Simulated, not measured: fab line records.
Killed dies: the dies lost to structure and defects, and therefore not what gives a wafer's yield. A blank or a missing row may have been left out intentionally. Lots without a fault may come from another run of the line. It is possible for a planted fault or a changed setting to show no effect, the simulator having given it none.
Which of the tools did it? + flow gf180mcu + 13 lots, 39 wafers sampled, at 4 steps of a route of 602

WHAT EACH GAUGE READ, for each wafer
GF_VT_IMPLANT_TW_MEAS_21.
| lot  | measured     | on            | VT_IMPLANT_2_TW |
|------|--------------|---------------|-----------------|
| L265 | day 6 14:55  | film-metro-01 | 1212 1208 1207  |
| L266 | day 6 17:48  | film-metro-01 | 1211 1215 1211  |
| L267 | day 7 01:59  | film-metro-01 | 1220 1216 1220  |
| L270 | day 7 18:37  | film-metro-04 | 1239 1230 1237  |
| L272 | day 8 09:13  | film-metro-01 | 1275 1271 1268  |
| L275 | day 9 04:10  | film-metro-01 | 1276 1264 1269  |
| L278 | day 10 00:02 | film-metro-04 | 1244 1238 1241  |
| L279 | day 10 05:52 | film-metro-04 | 1238 1235 1234  |
| L280 | day 10 11:36 | film-metro-04 | 1241 1232 1242  |
| L284 | day 11 10:55 | film-metro-01 | 1218 1214 1222  |
| L285 | day 12 09:01 | film-metro-02 | 1207 1193 1197  |
| L286 | day 12 09:37 | film-metro-01 | 1223 1224 1226  |
| L287 | day 12 12:47 | film-metro-04 | 1232 1228 1222  |

GF_NSD_TW_MEAS_12.
| lot  | measured     | on            | NSD_TW         |
|------|--------------|---------------|----------------|
| L265 | day 13 23:50 | film-metro-01 | 4243 4225 4230 |
| L266 | day 14 09:26 | film-metro-01 | 4283 4293 4280 |
| L267 | day 14 07:49 | film-metro-02 | 4200 4211 4211 |
| L270 | day 15 08:02 | film-metro-02 | 4218 4218 4248 |
| L272 | day 16 04:18 | film-metro-02 | 4250 4217 4238 |
| L275 | day 17 05:37 | film-metro-02 | 4229 4245 4237 |
| L278 | day 18 07:56 | film-metro-01 | 4264 4269 4254 |
| L279 | day 18 10:43 | film-metro-04 | 4306 4313 4326 |
| L280 | day 18 17:46 | film-metro-04 | 4313 4297 4307 |
| L284 | day 20 02:31 | film-metro-04 | 4272 4289 4281 |
| L285 | day 21 07:08 | film-metro-04 | 4305 4294 4293 |
| L286 | day 21 10:46 | film-metro-04 | 4265 4291 4290 |
| L287 | day 21 13:14 | film-metro-02 | 4229 4229 4234 |

WHICH TOOL RAN EACH LOT (tool, then ch and the chambers of the sampled wafers, then the start)
| lot  | GF_STI_CMP_25                | GF_VT_IMPLANT_IMPLANT_19        |
|------|------------------------------|---------------------------------|
| L265 | cmp-02 ch 0,1,2, day 2 08:49 | implanter-01 ch 0, day 6 14:40  |
| L266 | cmp-02 ch 0,1,2, day 2 13:52 | implanter-01 ch 0, day 6 17:34  |
| L267 | cmp-02 ch 0,1,2, day 2 20:46 | implanter-02 ch 0, day 7 01:44  |
| L270 | cmp-02 ch 0,1,2, day 3 10:19 | implanter-01 ch 0, day 7 18:23  |
| L272 | cmp-01 ch 0,3, day 3 21:36   | implanter-01 ch 0, day 8 09:00  |
| L275 | cmp-01 ch 0,1,3, day 4 14:01 | implanter-01 ch 0, day 9 03:55  |
| L278 | cmp-01 ch 0,1, day 5 03:27   | implanter-03 ch 0, day 9 23:50  |
| L279 | cmp-02 ch 0,2, day 5 10:49   | implanter-02 ch 0, day 10 05:37 |
| L280 | cmp-02 ch 1,2, day 5 13:53   | implanter-02 ch 0, day 10 11:22 |
| L284 | cmp-02 ch 0,1,2, day 6 10:29 | implanter-03 ch 0, day 11 10:38 |
| L285 | cmp-01 ch 0,3, day 6 20:03   | implanter-02 ch 0, day 12 08:46 |
| L286 | cmp-02 ch 0,1,3, day 7 01:41 | implanter-03 ch 0, day 12 09:22 |
| L287 | cmp-01 ch 0,1,2, day 7 06:46 | implanter-03 ch 0, day 12 12:32 |
- GF_STI_CMP_25: polishes, stops on Si3N4, t overpolish 33 s, target thk 524.6 nm.
- GF_VT_IMPLANT_IMPLANT_19

AS READ BY THE TOOLS THEMSELVES (means over the sampled wafers that have a number; for cases with no such wafer, the mark the record gives instead)
GF_STI_CMP_25.
| lot  | tool   | motor-current-A (A) | overpolish-run-s (s) | time-to-endpoint-s (s) |
|------|--------|---------------------|----------------------|------------------------|
| L265 | cmp-02 | 12.3                | 33.002               | 124                    |
| L266 | cmp-02 | 12.5                | 32.998               | 125                    |
| L267 | cmp-02 | 13.2                | 33.001               | 122                    |
| L270 | cmp-02 | 12.7                | 33.001               | 123                    |
| L272 | cmp-01 | 11.4                | 33.006               | 124                    |
| L275 | cmp-01 | 11.5                | 32.998               | 121                    |
| L278 | cmp-01 | 10.0                | 33.005               | 123                    |
| L279 | cmp-02 | 12.8                | 33.000               | 128                    |
| L280 | cmp-02 | 12.0                | 33.004               | 132                    |
| L284 | cmp-02 | 12.6                | 32.997               | 123                    |
| L285 | cmp-01 | 12.6                | 32.995               | 129                    |
| L286 | cmp-02 | 13.6                | 32.991               | 127                    |
| L287 | cmp-01 | 10.4                | 33.004               | 131                    |

GF_VT_IMPLANT_IMPLANT_19.
| lot  | tool         | beam-energy-keV |
|------|--------------|-----------------|
| L265 | implanter-01 | 100.01          |
| L266 | implanter-01 | 100.01          |
| L267 | implanter-02 | 99.96           |
| L270 | implanter-01 | 100.02          |
| L272 | implanter-01 | 118.00          |
| L275 | implanter-01 | 118.04          |
| L278 | implanter-03 | 100.01          |
| L279 | implanter-02 | 99.99           |
| L280 | implanter-02 | 99.97           |
| L284 | implanter-03 | 99.96           |
| L285 | implanter-02 | 99.99           |
| L286 | implanter-03 | 99.99           |
| L287 | implanter-03 | 99.98           |

THE ANSWER, worked out from the rows above alone
Rule: the usual values come from the lots themselves. Put in order of their means at a reading, lots are off if they are a third of the lots or fewer, leave a main group of 4 or more, and stand apart from it by a gap of 3 or more times the standard deviation of the main group's means; of several such gaps the widest counts. A main group is skipped when, at the precision printed for the reading in the tables above, its means are all equal. Also off: a lot with no number at a reading for which 4 or more lots have one. The other lots that the step has rows for count as sound. First the gauges in route order, then the tools' own readings, where a lot's mean is used as printed above. At the first step where some lot is off, the reading lying furthest off is the one used; lots without a number count as furthest.
Off: L272, L275 (GF_VT_IMPLANT_IMPLANT_19, beam-energy-keV). The main group: mean 99.99, standard deviation 0.02.
A tool fits if, at that step or a process step before it, it ran every lot that is off, and no sound lot after the first of them. One fits: implanter-01 at GF_VT_IMPLANT_IMPLANT_19. A fault onset in the window from L270 (day 7 18:23, its last sound lot) to L272 (day 8 09:00, its first lot off) fits.
The tool's own readings at GF_VT_IMPLANT_IMPLANT_19 bear it out: on the lots that are off they differ by more than 5 times the standard deviation of the sound lots' means. beam-energy-keV reads 118.02 there against 99.99 on the sound lots.

WHAT WAS PUT IN BY THE SIMULATOR
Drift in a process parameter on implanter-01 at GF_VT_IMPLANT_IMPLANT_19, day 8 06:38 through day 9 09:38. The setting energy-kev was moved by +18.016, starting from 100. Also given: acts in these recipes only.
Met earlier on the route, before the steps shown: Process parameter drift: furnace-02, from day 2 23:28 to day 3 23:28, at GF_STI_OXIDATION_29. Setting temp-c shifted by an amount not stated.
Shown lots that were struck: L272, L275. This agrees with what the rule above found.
